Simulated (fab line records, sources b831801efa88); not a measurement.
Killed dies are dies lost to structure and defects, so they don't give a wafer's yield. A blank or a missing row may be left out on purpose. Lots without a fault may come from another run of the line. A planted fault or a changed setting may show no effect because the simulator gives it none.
Problem report in the 8D (eight disciplines) form, filled by code | flow gf180mcu | the parts of the form that need people (team, actions taken, sign-off) are left out

1. THE PROBLEM
cd_nm at GF_TOP_METAL_CD_MEAS_14 reads a mean of 303.0 nm on 1 wafer of 1 lot; wafers without a fault read 440.6 nm with a standard deviation of 2.5. That is -55 standard deviations from the usual mean.
The step: target cd 440 nm.
First seen on wafer L487.3, day 30 00:14, on cd_sem-01. The record holds 39 wafers of 13 lots with a number at this step. Rule for "out", or "out of limits": more than 4 standard deviations from the usual mean. The other wafers with a number count as sound.

2. WHAT IT IS AND WHAT IT IS NOT
question                    | is                | is not
which readings at this step | cd_nm             | -
which lots                  | L487              | L480, L481, L485, L494, L495, L496, L497, L498, L499, L500, L501, L502
which wafers of those lots  | L487.3            | L487.1, L487.2
read on which gauges        | cd_sem-01         | cd_sem-02
when                        | from day 30 00:14 | up to then (11 sound wafers); but 27 sound wafers of L494, L495, L496, L497, L498, L499, L500, L501, L502 came after

3. SUSPECTS, AND WHAT RULES EACH OUT
Counting: a tool at a process step up to the reading stays a suspect if it ran every lot that is out. Sound lots after the first of them don't rule it out here, since some wafers of a struck lot are sound.
- the gauge at GF_TOP_METAL_CD_MEAS_14: kept. All the wafers that are out were read on cd_sem-01, and no step on other tools shows them out.
- pvd_sputter-04 at GF_TOP_METAL_SPUTTER_00 (material Ti, target thk 37.5 nm, time 150 s): kept. It ran the lot that is out, L487 (day 29 05:32); its last sound lot up to then is L485 (day 28 14:24).
- pvd_sputter-04 at GF_TOP_METAL_SPUTTER_01 (material TiN, target thk 30 nm, time 25 s): kept. It ran the lot that is out, L487 (day 29 05:38); its last sound lot up to then is L485 (day 28 14:30).
- iline_stepper-02 at GF_TOP_METAL_EXPOSE_11 (exposes mask MetalTop, target cd 440 nm): kept. It ran the lot that is out, L487 (day 29 15:24); its last sound lot up to then is L481 (day 28 01:02).
Left after counting: pvd_sputter-04 at GF_TOP_METAL_SPUTTER_00, pvd_sputter-04 at GF_TOP_METAL_SPUTTER_01, iline_stepper-02 at GF_TOP_METAL_EXPOSE_11, cd_sem-01 at GF_TOP_METAL_CD_MEAS_14.

4. THE CAUSE (what the simulator had put in)
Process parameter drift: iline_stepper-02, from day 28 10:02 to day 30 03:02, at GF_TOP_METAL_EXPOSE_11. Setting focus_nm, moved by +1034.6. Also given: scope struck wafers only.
Counting left 4 suspects, and this tool is among them.

5. THE CHAIN OF EFFECTS, in route order
Each row: a reading whose mean over the struck wafers that have a number lies more than 3 standard deviations from the usual. Only readings for which the record gives a usual standard deviation are gone through. hours: the time from each lot's start at the first step in this table that gives one to its start at this step, as a median over the lots. sigmas: the change in usual standard deviations.
hours | step                    | reading | usual    | on struck wafers | change | sigmas
0     | GF_TOP_METAL_CD_MEAS_14 | cd_nm   | 440.6 nm | 303.0            | -137.6 | -55
Later measuring or inspecting steps at which every struck wafer that the step has a row for has a number for every such reading, and none has moved that far: GF_TOP_METAL_OVL_MEAS_15.

6. WHAT WOULD HAVE CAUGHT IT SOONER
In this record the first reading out of limits at a measuring or inspecting step was taken at day 30 00:14, 38 hours after the fault began at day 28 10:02.
All the lots that are out (1) had begun GF_TOP_METAL_EXPOSE_11 on iline_stepper-02 by day 30 00:14. A hold on the tool at that time would have spared none of them.
